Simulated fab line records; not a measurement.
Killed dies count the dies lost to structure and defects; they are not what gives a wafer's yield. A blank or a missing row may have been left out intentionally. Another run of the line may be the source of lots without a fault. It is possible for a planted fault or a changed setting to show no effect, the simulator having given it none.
Which of the tools did it? -- flow gf180mcu -- 18 wafers from 6 lots sampled at 2 of the route's 602 steps

## WHAT EACH GAUGE READ, for each wafer
GF_DNWELL_TW_MEAS_09.
lot,measured,on,DNWELL_TW
L111,day 3 04:30,film_metro-01,1352 1356 1356
L113,day 3 16:05,film_metro-02,1354 1358 1351
L115,day 4 03:46,film_metro-01,1519 1520 1533
L127,day 6 18:14,film_metro-04,1371 1371 1373
L129,day 7 05:33,film_metro-02,1339 1346 1348
L131,day 7 15:48,film_metro-01,1359 1353 1355

## WHAT TOOL EACH LOT RAN ON (gives the tool, then ch and the chambers of the sampled wafers, and finally the start)
lot,GF_DNWELL_IMPLANT_07
L111,"implanter-01 ch 0, day 3 04:16"
L113,"implanter-01 ch 0, day 3 15:50"
L115,"implanter-01 ch 0, day 4 03:31"
L127,"implanter-01 ch 0, day 6 17:59"
L129,"implanter-03 ch 0, day 7 05:18"
L131,"implanter-01 ch 0, day 7 15:34"
- GF_DNWELL_IMPLANT_07

## THE ANSWER, worked out from the rows above alone
Rule: what is usual is taken from the lots themselves. The widest of any qualifying gaps counts: lots, ordered by their means at a reading, are off when they make up no more than a third of the lots, leave a main group of 4 or more, and stand apart from it by 3 or more times the standard deviation of that group's means. The tables above print the reading to a certain number of digits; a main group whose means all agree to those digits is not used. A lot without any number at a reading at which 4 lots or more have one is off too. The other lots that the step has rows for count as sound.
Off: L115, at GF_DNWELL_TW_MEAS_09 (DNWELL_TW). The main group: mean 1356, standard deviation 8.8.
A tool fits if, at a process step before that reading, it ran every lot that is off, and no sound lot after the first of them. Gauges at GF_DNWELL_TW_MEAS_09: tried the same way as those tools. None of those tried fits.

## WHAT HAD BEEN PUT IN BY THE SIMULATOR
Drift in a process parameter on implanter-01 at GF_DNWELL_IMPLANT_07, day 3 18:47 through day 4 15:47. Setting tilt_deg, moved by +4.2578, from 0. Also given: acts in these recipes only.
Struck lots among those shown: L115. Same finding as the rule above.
